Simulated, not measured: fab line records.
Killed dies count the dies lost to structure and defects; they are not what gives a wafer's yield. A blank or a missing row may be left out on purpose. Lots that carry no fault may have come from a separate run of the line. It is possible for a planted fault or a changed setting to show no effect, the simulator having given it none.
Matching of chambers	flow gf180mcu	GF_V4_CMP_26 on cmp-01 has 4 sister chambers
The step polishes, stops on SiO2, t overpolish 15 s, target thk 0 nm. 14 wafers are shown with their chamber, then 7 later ones without.

WAFERS, EACH WITH ITS CHAMBER
wafer	chamber	motorCurrentA (A)	timeToEndpointS (s)	overpolishRunS (s)
L358.2	0	11.6	88	15.006
L358.4	1	10.0	85	15.010
L358.6	2	10.9	90	14.996
L360.1	3	9.7	83	15.006
L360.2	0	11.9	83	14.983
L360.3	2	10.6	90	14.988
L364.1	3	9.6	80	15.008
L364.4	1	9.6	83	14.995
L364.6	1	9.3	83	15.009
L366.2	3	9.7	85	14.984
L366.4	0	11.4	88	14.993
L366.5	0	12.0	86	15.000
L370.4	0	11.4	86	14.980
L370.5	2	11.3	90	15.012

SIGNATURES (averages over the wafers above)
reading	chamber 0	chamber 1	chamber 2	chamber 3	scatter within a chamber
motorCurrentA	11.660	9.633	10.933	9.667	0.285
timeToEndpointS	86.20	83.67	90.00	82.67	1.79
overpolishRunS	14.99240	15.00467	14.99867	14.99933	0.0113
Rule: for each reading, subtract the chamber's mean from the wafer's reading, divide by that reading's scatter and square the result; add these up over the readings and take the root, which gives the wafer's distance from the chamber. The wafer belongs to the nearest chamber; if the next one is less than 2 further off, it can't be placed. The scatter: the root of (the sum of the squares of (reading less its chamber's mean) over the shown wafers, divided by (wafers less chambers)).

WAFERS WHOSE CHAMBER IS MISSING
wafer	motorCurrentA (A)	timeToEndpointS (s)	overpolishRunS (s)
L370.6	9.4	84	14.993
L378.4	10.9	90	14.996
L378.5	10.6	88	15.005
L378.6	9.9	82	15.005
L380.2	9.1	84	15.008
L380.4	11.4	88	15.007
L380.5	10.3	85	14.997

EACH ONE'S CHAMBER
wafer	from the rows above	in truth
L370.6	can't be placed: 3 or 1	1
L378.4	2	2
L378.5	2	2
L378.6	can't be placed: 3 or 1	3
L380.2	can't be placed: 1 or 3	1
L380.4	can't be placed: 0 or 2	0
L380.5	can't be placed: 1 or 3 or 2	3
Placed correctly: 2 of 7. Not placeable from these rows: 5 (in 5, the candidates include the true chamber). Placed wrongly: 0.
